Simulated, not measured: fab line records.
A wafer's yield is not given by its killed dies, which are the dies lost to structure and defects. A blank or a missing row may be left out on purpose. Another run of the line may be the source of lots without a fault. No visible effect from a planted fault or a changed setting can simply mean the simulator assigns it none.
fab line records | flow sky130
record: lots: 11 | wafers: 33 | last-day: 50
route steps=708 shown POLY_GATE@236 LDD_P@266 SD_P@327 PAD_OPEN@708
lots that met no fault: from a run of the same line without faults
start-h: hours from the record's opening day to when the first of the lot's shown wafers began | wait-h: hours since the lot's step before | " repeats the value in the row above | L1.1+2: a single row standing in for several wafers | - value missing, or start not given | * or withheld: withheld | < > ~ a bound
route shown NAME@n: names a module that has steps shown in the file, with the first one's number in the route | usual: average and standard deviation across the fault-free wafers | same: alike in all rows | chamber/n: place in a boat | sites: per-site readings | _std_site: how widely they spread, as a standard deviation | _edge_site: outer sites' mean less inner sites' | radius-mm: how far each site lies from the wafer's centre | mask NAME#n: copy n | behind: tool/chamber where the wafer was last shaped | hold: the reason the lot was held/the length of the hold in hours/how it ended | device: which transistor (n, p or np) failed to switch | end of line: the same wafers' tests at the end of the route | a step given without rows: its recipe and nothing more | killed: at the first sort, the dies lost to defects and structure; wafer yield is something else | map: a wafer's dies, marking killed ones x, the rest . and places with no die _
set.NAME: the setting as run; set.NAME@STEP: as run at that earlier step | model.NAME: the simulator's own value behind a step, which no gauge read
route steps across a sampled set of lots; one table per step, one row per wafer
services: from which hour (start-h, from the record's first day; less than 0 if before it) a tool's chamber was out of use, for how many hours, and why
== steps ==
step: SKY_POLY_GATE_CD_MEAS_22
usual: cd-nm: 149/3.3
lot.wafer | tool      | chamber | start-h | wait-h | cd-nm
L631.1    | cd-sem-02 | -       | 394.27  | 0.1    | 147
L631.4    | "         | -       | "       | "      | 148
L631.5    | "         | -       | "       | "      | 149
L632.1    | cd-sem-02 | -       | 396.69  | 0.1    | 152
L632.2    | "         | -       | "       | "      | 149
L632.3    | "         | -       | "       | "      | 152
L633.1    | cd-sem-01 | -       | 419.58  | 0.1    | 148
L633.3    | "         | -       | "       | "      | 147
L633.4    | "         | -       | "       | "      | 152
L634.2    | cd-sem-01 | -       | 420.73  | 0.1    | 152
L634.3    | "         | -       | "       | "      | 152
L634.4    | "         | -       | "       | "      | 146
L639.1    | cd-sem-01 | -       | 454.98  | 0.1    | 154
L639.3    | "         | -       | "       | "      | 150
L639.4    | "         | -       | "       | "      | 158
L640.3    | cd-sem-02 | -       | 464.33  | 0.2    | 150
L640.4    | "         | -       | "       | "      | 149
L640.5    | "         | -       | "       | "      | 147
L643.4    | cd-sem-02 | -       | 490.75  | 0.1    | 147
L643.5    | "         | -       | "       | "      | 151
L643.6    | "         | -       | "       | "      | 151
L644.2    | cd-sem-01 | -       | 498.96  | 0.1    | 149
L644.3    | "         | -       | "       | "      | 149
L644.6    | "         | -       | "       | "      | 149
L645.2    | cd-sem-02 | -       | 523.64  | 0.1    | 153
L645.3    | "         | -       | "       | "      | 143
L645.4    | "         | -       | "       | "      | 151
L649.1    | cd-sem-02 | -       | 548.60  | 0.1    | 152
L649.5    | "         | -       | "       | "      | 146
L649.6    | "         | -       | "       | "      | 149
L651.2    | cd-sem-02 | -       | 558.57  | 0.1    | 150
L651.3    | "         | -       | "       | "      | 151
L651.6    | "         | -       | "       | "      | 153
step: SKY_LDD_P_TW_MEAS_11
usual: LDD_P_TW: 632/5.8
lot.wafer | tool          | chamber | start-h | wait-h | LDD_P_TW
L631.1    | film-metro-01 | -       | 456.79  | 0.1    | 633
L631.4    | "             | -       | "       | "      | 633
L631.5    | "             | -       | "       | "      | 632
L632.1    | film-metro-04 | -       | 459.63  | 0.1    | 628
L632.2    | "             | -       | "       | "      | 630
L632.3    | "             | -       | "       | "      | 626
L633.1    | film-metro-02 | -       | 482.38  | 0.1    | 636
L633.3    | "             | -       | "       | "      | 640
L633.4    | "             | -       | "       | "      | 637
L634.2    | film-metro-04 | -       | 483.15  | 0.1    | 623
L634.3    | "             | -       | "       | "      | 624
L634.4    | "             | -       | "       | "      | 630
L639.1    | film-metro-02 | -       | 517.23  | 0.1    | 638
L639.3    | "             | -       | "       | "      | 639
L639.4    | "             | -       | "       | "      | 634
L640.3    | film-metro-04 | -       | 525.50  | 0.1    | 628
L640.4    | "             | -       | "       | "      | 623
L640.5    | "             | -       | "       | "      | 628
L643.4    | film-metro-04 | -       | 553.36  | 0.1    | 628
L643.5    | "             | -       | "       | "      | 631
L643.6    | "             | -       | "       | "      | 630
L644.2    | film-metro-01 | -       | 559.64  | 0.1    | 637
L644.3    | "             | -       | "       | "      | 637
L644.6    | "             | -       | "       | "      | 635
L645.2    | film-metro-04 | -       | 585.04  | 0.1    | 619
L645.3    | "             | -       | "       | "      | 623
L645.4    | "             | -       | "       | "      | 622
L649.1    | film-metro-01 | -       | 608.32  | 0.1    | 633
L649.5    | "             | -       | "       | "      | 634
L649.6    | "             | -       | "       | "      | 634
L651.2    | film-metro-02 | -       | 617.98  | 0.1    | 635
L651.3    | "             | -       | "       | "      | 639
L651.6    | "             | -       | "       | "      | 640
step: SKY_SD_P_CD_MEAS_07
recipe: target-cd-nm: 380
usual: cd-nm: 380.0/2.8
lot.wafer | tool      | chamber | start-h | wait-h | cd-nm
L631.1    | cd-sem-02 | -       | 608.38  | 0.1    | 379.9
L631.4    | "         | -       | "       | "      | 383.4
L631.5    | "         | -       | "       | "      | 381.7
L632.1    | cd-sem-02 | -       | 612.25  | 0.1    | 384.2
L632.2    | "         | -       | "       | "      | 381.6
L632.3    | "         | -       | "       | "      | 383.4
L633.1    | cd-sem-01 | -       | 631.88  | 0.1    | 378.1
L633.3    | "         | -       | "       | "      | 379.0
L633.4    | "         | -       | "       | "      | 379.4
L634.2    | cd-sem-01 | -       | 634.07  | 0.1    | 383.8
L634.3    | "         | -       | "       | "      | 384.4
L634.4    | "         | -       | "       | "      | 383.4
L639.1    | cd-sem-01 | -       | 664.73  | 0.1    | 375.8
L639.3    | "         | -       | "       | "      | 375.8
L639.4    | "         | -       | "       | "      | 376.4
L640.3    | cd-sem-01 | -       | 675.69  | 0.1    | 381.0
L640.4    | "         | -       | "       | "      | 378.8
L640.5    | "         | -       | "       | "      | 379.7
L643.4    | cd-sem-01 | -       | 701.11  | 0.1    | 387.6
L643.5    | "         | -       | "       | "      | 384.6
L643.6    | "         | -       | "       | "      | 387.8
L644.2    | cd-sem-02 | -       | 704.22  | 0.1    | 381.1
L644.3    | "         | -       | "       | "      | 378.6
L644.6    | "         | -       | "       | "      | 381.8
L645.2    | cd-sem-01 | -       | 730.93  | 0.1    | 379.9
L645.3    | "         | -       | "       | "      | 375.9
L645.4    | "         | -       | "       | "      | 378.3
L649.1    | cd-sem-02 | -       | 750.96  | 0.1    | 378.9
L649.5    | "         | -       | "       | "      | 377.6
L649.6    | "         | -       | "       | "      | 379.0
L651.2    | cd-sem-02 | -       | 761.79  | 0.2    | 378.1
L651.3    | "         | -       | "       | "      | 377.8
L651.6    | "         | -       | "       | "      | 378.8
step: SKY_SD_P_IMPLANT_09
recipe: species: BF2 | energy-kev: 20 | dose-cm2: 3e+15 | tilt-deg: 0
usual: beam-energy-keV: 20.001/0.0066 | beam-on-s: 14.2/1.8
lot.wafer | tool         | chamber | start-h | wait-h | beam-energy-keV | beam-on-s
L631.1    | implanter-04 | 0       | 608.53  | 0.0    | 19.999          | 16.8
L631.4    | "            | 0       | "       | "      | 19.994          | 16.1
L631.5    | "            | 0       | "       | "      | 19.998          | 16.4
L632.1    | implanter-03 | 0       | 612.40  | 0.0    | 20.010          | 12.7
L632.2    | "            | 0       | "       | "      | 20.007          | 12.9
L632.3    | "            | 0       | "       | "      | 20.007          | 12.2
L633.1    | implanter-01 | 0       | 632.03  | 0.0    | 19.991          | 12.6
L633.3    | "            | 0       | "       | "      | 20.000          | 13.3
L633.4    | "            | 0       | "       | "      | 19.985          | 12.9
L634.2    | implanter-01 | 0       | 634.23  | 0.0    | 19.998          | 12.8
L634.3    | "            | 0       | "       | "      | 19.988          | 12.3
L634.4    | "            | 0       | "       | "      | 19.991          | 12.9
L639.1    | implanter-04 | 0       | 664.88  | 0.0    | 19.999          | 16.9
L639.3    | "            | 0       | "       | "      | 19.992          | 16.5
L639.4    | "            | 0       | "       | "      | 19.988          | 16.6
L640.3    | implanter-04 | 0       | 675.85  | 0.1    | 19.996          | 16.7
L640.4    | "            | 0       | "       | "      | 20.005          | 16.6
L640.5    | "            | 0       | "       | "      | 20.001          | 17.0
L643.4    | implanter-03 | 0       | 701.28  | 0.1    | 19.999          | 13.0
L643.5    | "            | 0       | "       | "      | 20.003          | 12.5
L643.6    | "            | 0       | "       | "      | 20.002          | 12.5
L644.2    | implanter-04 | 0       | 704.38  | 0.0    | 24.879          | 15.9
L644.3    | "            | 0       | "       | "      | 24.876          | 16.2
L644.6    | "            | 0       | "       | "      | 24.879          | 16.8
L645.2    | implanter-04 | 0       | 731.09  | 0.0    | 24.890          | 16.8
L645.3    | "            | 0       | "       | "      | 24.885          | 16.7
L645.4    | "            | 0       | "       | "      | 24.882          | 16.5
L649.1    | implanter-01 | 0       | 751.12  | 0.0    | 19.995          | 13.0
L649.5    | "            | 0       | "       | "      | 19.990          | 13.0
L649.6    | "            | 0       | "       | "      | 19.990          | 12.5
L651.2    | implanter-01 | 0       | 761.95  | 0.0    | 19.999          | 12.8
L651.3    | "            | 0       | "       | "      | 20.002          | 13.1
L651.6    | "            | 0       | "       | "      | 19.999          | 12.9
step: SKY_SD_P_STRIP_10
recipe: chemistry: O2/N2 | power-w: 1400 | pressure-mtorr: 1500 | platen-temp-c: withheld | o2-flow-sccm: 3000 | n2-flow-sccm: 300 | overash-fraction: 0.5
usual: drypump-motor-current-A: 5.53/0.22 | oes-product-au: 0.618/0.0043 | strip-time-to-endpoint-s: 17.50/0.042
same: overash-fraction: 0.5
lot.wafer | tool            | chamber | start-h | wait-h | drypump-motor-current-A | oes-product-au | rf-hours-counter-h | strip-time-to-endpoint-s
L631.1    | plasma-asher-01 | 1       | 608.68  | 0.1    | 5.44                    | 0.624          | 90                 | 17.57
L631.4    | "               | 1       | "       | "      | 5.46                    | 0.618          | -                  | 17.53
L631.5    | "               | 0       | "       | "      | 5.51                    | 0.623          | -                  | 17.53
L632.1    | plasma-asher-01 | 1       | 612.55  | 0.1    | 5.40                    | 0.615          | 90                 | 17.54
L632.2    | "               | 0       | "       | "      | 5.54                    | 0.620          | 90                 | 17.55
L632.3    | "               | 0       | "       | "      | 5.51                    | 0.618          | -                  | 17.59
L633.1    | plasma-asher-01 | 1       | 632.18  | 0.1    | 5.41                    | 0.611          | 92                 | 17.51
L633.3    | "               | 0       | "       | "      | 5.57                    | 0.614          | -                  | 17.54
L633.4    | "               | 1       | "       | "      | 5.43                    | 0.625          | -                  | 17.48
L634.2    | plasma-asher-01 | 0       | 634.35  | 0.1    | 5.56                    | 0.614          | 92                 | 17.55
L634.3    | "               | 0       | "       | "      | 5.53                    | 0.620          | -                  | 17.50
L634.4    | "               | 1       | "       | "      | 5.43                    | 0.612          | -                  | 17.56
L639.1    | plasma-asher-03 | 0       | 665.03  | 0.1    | 5.20                    | 0.619          | 24                 | 17.45
L639.3    | "               | 1       | "       | "      | 5.93                    | 0.619          | -                  | 17.47
L639.4    | "               | 0       | "       | "      | 5.22                    | 0.622          | -                  | 17.45
L640.3    | plasma-asher-01 | 1       | 675.99  | 0.1    | 5.46                    | 0.617          | -                  | 17.48
L640.4    | "               | 0       | "       | "      | 5.50                    | 0.617          | -                  | 17.52
L640.5    | "               | 0       | "       | "      | 5.53                    | 0.617          | -                  | 17.50
L643.4    | plasma-asher-02 | 0       | 701.39  | 0.1    | 5.37                    | 0.621          | -                  | 17.49
L643.5    | "               | 1       | "       | "      | 5.73                    | 0.620          | -                  | 17.45
L643.6    | "               | 0       | "       | "      | 5.35                    | 0.616          | -                  | 17.44
L644.2    | plasma-asher-03 | 1       | 704.50  | 0.1    | 5.90                    | 0.605          | 27                 | 18.17
L644.3    | "               | 0       | "       | "      | 5.21                    | 0.604          | -                  | 18.23
L644.6    | "               | 0       | "       | "      | 5.24                    | 0.601          | -                  | 18.17
L645.2    | plasma-asher-02 | 0       | 731.22  | 0.1    | 5.40                    | 0.601          | 93                 | 18.22
L645.3    | "               | 1       | "       | "      | 5.71                    | 0.609          | -                  | 18.23
L645.4    | "               | 0       | "       | "      | 5.36                    | 0.603          | -                  | 18.25
L649.1    | plasma-asher-02 | 1       | 751.27  | 0.1    | 5.73                    | 0.613          | 95                 | 17.54
L649.5    | "               | 1       | "       | "      | 5.70                    | 0.620          | -                  | 17.56
L649.6    | "               | 0       | "       | "      | 5.37                    | 0.612          | -                  | 17.55
L651.2    | plasma-asher-02 | 0       | 762.07  | 0.1    | 5.34                    | 0.623          | 96                 | 17.57
L651.3    | "               | 1       | "       | "      | 5.72                    | 0.620          | -                  | 17.53
L651.6    | "               | 1       | "       | "      | 5.71                    | 0.619          | -                  | 17.49
step: SKY_SD_P_TW_MEAS_11
usual: SD_P_TW: 2814/26
lot.wafer | tool          | chamber | start-h | wait-h | SD_P_TW
L631.1    | film-metro-04 | -       | 608.78  | 0.1    | 2768
L631.4    | "             | -       | "       | "      | 2768
L631.5    | "             | -       | "       | "      | 2767
L632.1    | film-metro-03 | -       | 612.65  | 0.1    | 2802
L632.2    | "             | -       | "       | "      | 2806
L632.3    | "             | -       | "       | "      | 2809
L633.1    | film-metro-02 | -       | 632.28  | 0.1    | 2831
L633.3    | "             | -       | "       | "      | 2840
L633.4    | "             | -       | "       | "      | 2836
L634.2    | film-metro-02 | -       | 634.46  | 0.1    | 2829
L634.3    | "             | -       | "       | "      | 2835
L634.4    | "             | -       | "       | "      | 2843
L639.1    | film-metro-02 | -       | 665.13  | 0.1    | 2835
L639.3    | "             | -       | "       | "      | 2844
L639.4    | "             | -       | "       | "      | 2837
L640.3    | film-metro-04 | -       | 676.07  | 0.1    | 2784
L640.4    | "             | -       | "       | "      | 2781
L640.5    | "             | -       | "       | "      | 2794
L643.4    | film-metro-02 | -       | 701.48  | 0.1    | 2819
L643.5    | "             | -       | "       | "      | 2811
L643.6    | "             | -       | "       | "      | 2814
L644.2    | film-metro-04 | -       | 704.61  | 0.1    | 2920
L644.3    | "             | -       | "       | "      | 2912
L644.6    | "             | -       | "       | "      | 2948
L645.2    | film-metro-03 | -       | 731.33  | 0.1    | 2975
L645.3    | "             | -       | "       | "      | 2969
L645.4    | "             | -       | "       | "      | 2977
L649.1    | film-metro-02 | -       | 751.37  | 0.1    | 2836
L649.5    | "             | -       | "       | "      | 2827
L649.6    | "             | -       | "       | "      | 2835
L651.2    | film-metro-02 | -       | 762.18  | 0.1    | 2830
L651.3    | "             | -       | "       | "      | 2836
L651.6    | "             | -       | "       | "      | 2833
step: SKY_SD_N_RS_MEAS_17
recipe: thk-meas-gauge: four-point-probe
usual: SD_P_RS: 147.1/0.38
lot.wafer | tool          | chamber | start-h | wait-h | SD_P_RS[ohm/sq]
L631.1    | film-metro-02 | -       | 667.94  | 0.1    | 147.1
L631.4    | "             | -       | "       | "      | 147.4
L631.5    | "             | -       | "       | "      | 147.7
L632.1    | film-metro-04 | -       | 671.60  | 0.1    | 146.8
L632.2    | "             | -       | "       | "      | 146.9
L632.3    | "             | -       | "       | "      | 147.1
L633.1    | film-metro-03 | -       | 690.00  | 0.1    | 147.0
L633.3    | "             | -       | "       | "      | 146.5
L633.4    | "             | -       | "       | "      | 147.1
L634.2    | film-metro-02 | -       | 691.21  | 0.1    | 146.7
L634.3    | "             | -       | "       | "      | 147.1
L634.4    | "             | -       | "       | "      | 147.1
L639.1    | film-metro-03 | -       | 721.29  | 0.1    | 146.5
L639.3    | "             | -       | "       | "      | 145.9
L639.4    | "             | -       | "       | "      | 146.5
L640.3    | film-metro-02 | -       | 733.38  | 0.1    | 146.8
L640.4    | "             | -       | "       | "      | 146.6
L640.5    | "             | -       | "       | "      | 146.4
L643.4    | film-metro-03 | -       | 757.65  | 0.1    | 147.5
L643.5    | "             | -       | "       | "      | 147.4
L643.6    | "             | -       | "       | "      | 147.4
L644.2    | film-metro-03 | -       | 760.76  | 0.1    | 132.4
L644.3    | "             | -       | "       | "      | 133.2
L644.6    | "             | -       | "       | "      | 132.4
L645.2    | film-metro-02 | -       | 785.68  | 0.1    | 132.5
L645.3    | "             | -       | "       | "      | 132.4
L645.4    | "             | -       | "       | "      | 133.1
L649.1    | film-metro-03 | -       | 805.04  | 0.1    | 147.3
L649.5    | "             | -       | "       | "      | 147.1
L649.6    | "             | -       | "       | "      | 147.0
L651.2    | film-metro-03 | -       | 816.06  | 0.1    | 147.1
L651.3    | "             | -       | "       | "      | 146.9
L651.6    | "             | -       | "       | "      | 147.3
step: SKY_PAD_OPEN_PROBE_99
usual: killed_at_M0_to_M3: 45/6.6 | killed_at_M4_up: 3.1/1.6 | killed-at-contacts: 24/5 | killed-at-front-end: 14/4.4 | killed-at-other: 0.3/0.58 | killed-dies: 87/9.2 | killed-open: 47/6.7 | killed-short: 40/6.4
same: gross-dies: 492 | killed-at-back-side: 0
lot.wafer | tool      | chamber | start-h | wait-h | killed_at_M0_to_M3 | killed_at_M4_up | killed-at-contacts | killed-at-front-end | killed-at-other | killed-dies | killed-open | killed-short
L645.2    | prober-01 | -       | 1171.40 | 0.1    | 36                 | 7               | 26                 | 10                  | 0               | 79          | 37          | 42
L645.3    | prober-01 | -       | 1171.45 | 0.2    | 52                 | 3               | 20                 | 7                   | 0               | 82          | 39          | 43
L645.4    | prober-01 | -       | 1171.50 | 0.2    | 51                 | 6               | 28                 | 11                  | 0               | 96          | 44          | 52
killed by level:class
L645.2 CONTACT:geometric-particle:open=10 VIA1:geometric-particle:short=6 METAL4:geometric-particle:short=6 LI_CONTACT:geometric-particle:open=5 METAL2:geometric-particle:short=5 VIA2:geometric-particle:open=5 VIA3:geometric-particle:open=5 CONTACT:geometric-particle:short=4
L645.3 VIA3:geometric-particle:open=10 VIA1:geometric-particle:open=9 VIA2:geometric-particle:open=8 METAL2:geometric-particle:short=7 LOCAL_INTERCONNECT:geometric-particle:short=5 CONTACT:geometric-particle:short=5 METAL1:geometric-particle:short=5 CONTACT:geometric-particle:open=4
L645.4 VIA2:geometric-particle:open=10 METAL2:geometric-particle:short=9 CONTACT:geometric-particle:open=8 VIA1:geometric-particle:short=7 LI_CONTACT:geometric-particle:open=6 VIA1:geometric-particle:open=6 CONTACT:geometric-particle:short=5 VIA2:geometric-particle:short=5
== services ==
tool            | chamber | start-h | hours | kind
plasma-asher-02 | -       | 612.07  | 2.8   | pm
implanter-01    | -       | 618.53  | 6.6   | repair
implanter-04    | -       | 627.54  | 4.9   | pm
implanter-01    | -       | 660.74  | 3.7   | repair
implanter-04    | -       | 681.05  | 2.4   | pm
plasma-asher-03 | -       | 700.71  | 2.8   | pm
plasma-asher-03 | -       | 706.02  | 11.1  | repair
plasma-asher-01 | -       | 733.75  | 9.0   | pm
plasma-asher-01 | 0       | 733.75  | 9.0   | vent-cycle
plasma-asher-01 | 1       | 733.75  | 9.0   | vent-cycle
plasma-asher-01 | 0       | 742.75  | -     | clean
plasma-asher-01 | 1       | 742.75  | -     | clean
plasma-asher-03 | -       | 754.58  | 12.2  | pm
== key ==
first-sign: step: SKY_SD_P_IMPLANT_09 | reading: beam-energy-keV | direction: up | sigmas: 99+ | usual: * | struck: *
effect: step: SKY_SD_P_STRIP_10 | reading: strip-time-to-endpoint-s | direction: up | sigmas: 17 | usual: * | struck: *
effect: step: SKY_SD_P_TW_MEAS_11 | reading: SD_P_TW | direction: up | sigmas: 5.2 | usual: 2814 | struck: 2950
effect: step: SKY_SD_N_RS_MEAS_17 | reading: SD_P_RS | direction: down | sigmas: 38 | usual: 147.1 | struck: 132.7
met-at SKY_SD_P_IMPLANT_09
struck-lots L644,L645
tester-left-out L644,L645
not-acting-at SKY_POLY_GATE_CD_MEAS_22,SKY_LDD_P_TW_MEAS_11,SKY_SD_P_CD_MEAS_07
onset-between 675.85 704.38
fault: kind: process-parameter-drift | tool: implanter-04 | chamber: - | onset-h: 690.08 | steps: SKY_SD_P_IMPLANT_09 | channel: energy-kev | offset: * | shape: step | end-h: 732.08 | acts-in: * | stated: *
tester-left-out: of these lots the tester's yield and bins aren't shown, on N5 and GAA mostly nor the transistor test; their killed dies are dies lost to structure and defects alone, not to doping, threshold or leakage, so they don't give the yield
